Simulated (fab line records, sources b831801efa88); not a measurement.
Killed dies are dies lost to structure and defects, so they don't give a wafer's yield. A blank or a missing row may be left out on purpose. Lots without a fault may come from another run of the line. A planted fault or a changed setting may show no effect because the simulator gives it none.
Split-lot experiment | flow sfq_line | 5 lots, 23 wafers read, on a route of 325 steps

THE SPLIT
At SFQ_TRILAYER_I3_VIA_LITHO_COAT_085 (resist thk 650 nm), the setting resist_thk_nm was moved away from the recipe's 650 nm on 6 of the 23 wafers read, by -2.6% to +4.7%. The other wafers ran this setting at the recipe's value.

The file shows no step between the split and the reading.

THE READING
KrF_of_TRILAYER_I3_VIA_LITHO_COAT_085.thk_nm (the simulator's own value, which no gauge read), in nm, at SFQ_TRILAYER_I3_VIA_BARC_OPEN_VIA_ETCH_121 (etches BARC in O2, target depth 125 nm, time 41.7 s). The file gives no usual value for it. The 17 wafers here that ran the recipe average 572.2 nm, standard deviation 1.3 nm.

wafer  | tool, chamber at the split | resist_thk_nm as run, nm | against the recipe | KrF_of_TRILAYER_I3_VIA_LITHO_COAT_085.thk_nm, nm | against lot-mates on the recipe
L075.1 | litho_track-01, 0          | 632.9                    | -2.6%              | 557.5                                            | -14.3
L075.2 | litho_track-01, 0          | 632.9                    | -2.6%              | 555.8                                            | -16.0
L075.3 | litho_track-01, 0          | 650                      | recipe             | 570.9                                            | -
L075.4 | litho_track-01, 0          | 632.9                    | -2.6%              | 557.6                                            | -14.2
L075.6 | litho_track-01, 0          | 650                      | recipe             | 572.8                                            | -
L078.2 | litho_track-01, 0          | 680.5                    | +4.7%              | 601.5                                            | +31.0
L078.3 | litho_track-01, 0          | 650                      | recipe             | 570.2                                            | -
L078.4 | litho_track-01, 0          | 680.5                    | +4.7%              | 599.5                                            | +29.0
L078.5 | litho_track-01, 0          | 680.5                    | +4.7%              | 600.1                                            | +29.6
L078.6 | litho_track-01, 0          | 650                      | recipe             | 570.8                                            | -
L080.1 | litho_track-04, 0          | 650                      | recipe             | 572.8                                            | -
L080.3 | litho_track-04, 0          | 650                      | recipe             | 573.7                                            | -
L080.4 | litho_track-04, 0          | 650                      | recipe             | 575.7                                            | -
L083.1 | litho_track-04, 0          | 650                      | recipe             | 573.4                                            | -
L083.2 | litho_track-04, 0          | 650                      | recipe             | 570.5                                            | -
L083.3 | litho_track-04, 0          | 650                      | recipe             | 572.3                                            | -
L083.4 | litho_track-04, 0          | 650                      | recipe             | 572.5                                            | -
L083.5 | litho_track-04, 0          | 650                      | recipe             | 573.3                                            | -
L084.1 | litho_track-04, 0          | 650                      | recipe             | 571.6                                            | -
L084.2 | litho_track-04, 0          | 650                      | recipe             | 571.3                                            | -
L084.6 | litho_track-04, 0          | 650                      | recipe             | 571.3                                            | -
L084.3 | litho_track-04, 0          | 650                      | recipe             | 571.9                                            | -
L084.5 | litho_track-04, 0          | 650                      | recipe             | 572.5                                            | -

THE FIT
A straight line over all 23 wafers: KrF_of_TRILAYER_I3_VIA_LITHO_COAT_085.thk_nm changes by +5.95 nm for each +1% of resist_thk_nm; r = +0.99; the points scatter about the line by 1.3 nm.
The same after taking each lot's own level away (the mean of its wafers on the recipe; 23 wafers): +6.17 nm for each +1%; r = +1.00; scatter 1 nm.
On that fit, the largest move of resist_thk_nm shifts the reading by 29 nm.
The lots' own levels span 570.50 to 574.07 nm, that is 2.7 times the standard deviation above.
So the lot-to-lot level changes the slope little: the two slopes agree.
Check: with one of the wafers moved furthest among these (+4.7%) left out of the fit, the line predicts +28.6 nm for it against its lot-mates. It came out at +31 nm against them.

OTHER SPLITS ON THESE WAFERS
These wafers also went through other splits before the reading. Each is held against what the fit with the lots' levels taken away leaves over:
other split on the same wafers                    | wafers away from the commonest value | r with KrF_of_TRILAYER_I3_VIA_LITHO_COAT_085.thk_nm (lot level and that fit taken away)
SFQ_TRILAYER_I1_VIA_LITHO_EXPOSE_050 dose_mj      | 5                                    | +0.18
SFQ_TRILAYER_M2_DEP_SPUTTER_055 time_s            | 7                                    | +0.05
SFQ_TRILAYER_M2_LITHO_COAT_057 resist_thk_nm      | 4                                    | -0.09
SFQ_TRILAYER_M2_BARC_OPEN_METAL_ETCH_077 time_s   | 8                                    | -0.04
SFQ_TRILAYER_I2_VIA_BARC_OPEN_VIA_ETCH_096 time_s | 9                                    | +0.16
SFQ_TRILAYER_M3_LITHO_COAT_080 spin_rpm           | 10                                   | +0.24

THE WHOLE CHAIN: every reading that the file lists as answering this split, in the file's order
step                                       | what it does                                        | reading                                                                                       | change (the file's fit)              | r (the file's)
SFQ_TRILAYER_I3_VIA_LITHO_COAT_085         | resist thk 650 nm                                   | KrF_of_TRILAYER_I3_VIA_LITHO_COAT_085.thk_nm (the simulator's own value, which no gauge read) | +6.27 nm for each +1% of the setting | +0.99
SFQ_TRILAYER_I3_VIA_BARC_OPEN_VIA_ETCH_121 | etches BARC in O2, target depth 125 nm, time 41.7 s | KrF_of_TRILAYER_I3_VIA_LITHO_COAT_085.thk_nm (the simulator's own value, which no gauge read) | +6.2 nm for each +1% of the setting  | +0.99

THE FILE'S OWN FIT
KrF_of_TRILAYER_I3_VIA_LITHO_COAT_085.thk_nm changes by +6.2 nm for each +1% of resist_thk_nm, r = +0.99.
